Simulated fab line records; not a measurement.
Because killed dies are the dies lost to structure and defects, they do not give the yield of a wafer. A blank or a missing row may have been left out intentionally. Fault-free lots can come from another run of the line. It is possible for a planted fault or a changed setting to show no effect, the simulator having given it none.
The tool behind it: which one? -- flow sky130 -- 20 wafers from 7 lots sampled at 3 of the route's 708 steps

== WHAT THE GAUGES READ, wafer by wafer ==
SKY_METAL2_RS_MEAS_05: the measuring method here is four-point-probe.
lot,measured,on,METAL2_ALCU_RS (ohm/sq)
L594,day 34 11:08,film-metro-01,0.1249 0.1265 0.1266
L598,day 35 18:48,film-metro-01,0.1250 0.1256 0.1263
L604,day 37 23:53,film-metro-03,0.0762 0.1250
L607,day 38 22:02,film-metro-02,0.1273 0.1287 0.1281
L610,day 39 17:32,film-metro-02,0.1269 0.1268 0.1278
L613,day 41 02:05,film-metro-02,0.1253 0.1258 0.1280
L615,day 41 12:05,film-metro-02,0.1268 0.1265 0.1255

== WHAT TOOL EACH LOT RAN ON (gives the tool, then ch and the chambers of the sampled wafers, and finally the start) ==
lot,SKY_METAL1_SPUTTER_01,SKY_METAL2_SPUTTER_02
L594,"pvd-sputter-04, day 32 00:47","pvd-sputter-04, day 34 11:02"
L598,"pvd-sputter-01, day 33 10:51","pvd-sputter-01, day 35 18:41"
L604,"pvd-sputter-04, day 35 15:12","pvd-sputter-02, day 37 23:47"
L607,"pvd-sputter-04, day 36 14:10","pvd-sputter-04, day 38 21:55"
L610,"pvd-sputter-04, day 37 10:54","pvd-sputter-04, day 39 17:26"
L613,"pvd-sputter-01, day 38 20:46","pvd-sputter-04, day 41 01:59"
L615,"pvd-sputter-04, day 39 06:52","pvd-sputter-01, day 41 11:59"
- SKY_METAL1_SPUTTER_01: material TiN, target thk 20 nm, time 16.7 s.
- SKY_METAL2_SPUTTER_02: material AlCu, target thk 250 nm, time 13.3 s.

== THE ANSWER, worked out from the rows above alone ==
Rule: what is usual is taken from the lots themselves. The widest of any qualifying gaps counts: lots, ordered by their means at a reading, are off when they make up no more than a third of the lots, leave a main group of 4 or more, and stand apart from it by 3 or more times the standard deviation of that group's means. A main group whose means are all the same, to the digits that the tables above print for the reading, isn't used. A lot without any number at a reading at which 4 lots or more have one is off too. All remaining lots with rows at the step are treated as sound.
Off: L604, at SKY_METAL2_RS_MEAS_05 (METAL2_ALCU_RS). For the main group the mean is 0.1266 ohm/sq and the standard deviation 0.0008.
If a tool, at a process step before that reading, ran all the lots that are off and no sound lot after the first of them, it fits. The gauges at SKY_METAL2_RS_MEAS_05 are tried like those tools. Can't be told from this: 2 tools fit, pvd-sputter-02 at SKY_METAL2_SPUTTER_02, film-metro-03 at SKY_METAL2_RS_MEAS_05.

== WHAT THE SIMULATOR HAD INSERTED ==
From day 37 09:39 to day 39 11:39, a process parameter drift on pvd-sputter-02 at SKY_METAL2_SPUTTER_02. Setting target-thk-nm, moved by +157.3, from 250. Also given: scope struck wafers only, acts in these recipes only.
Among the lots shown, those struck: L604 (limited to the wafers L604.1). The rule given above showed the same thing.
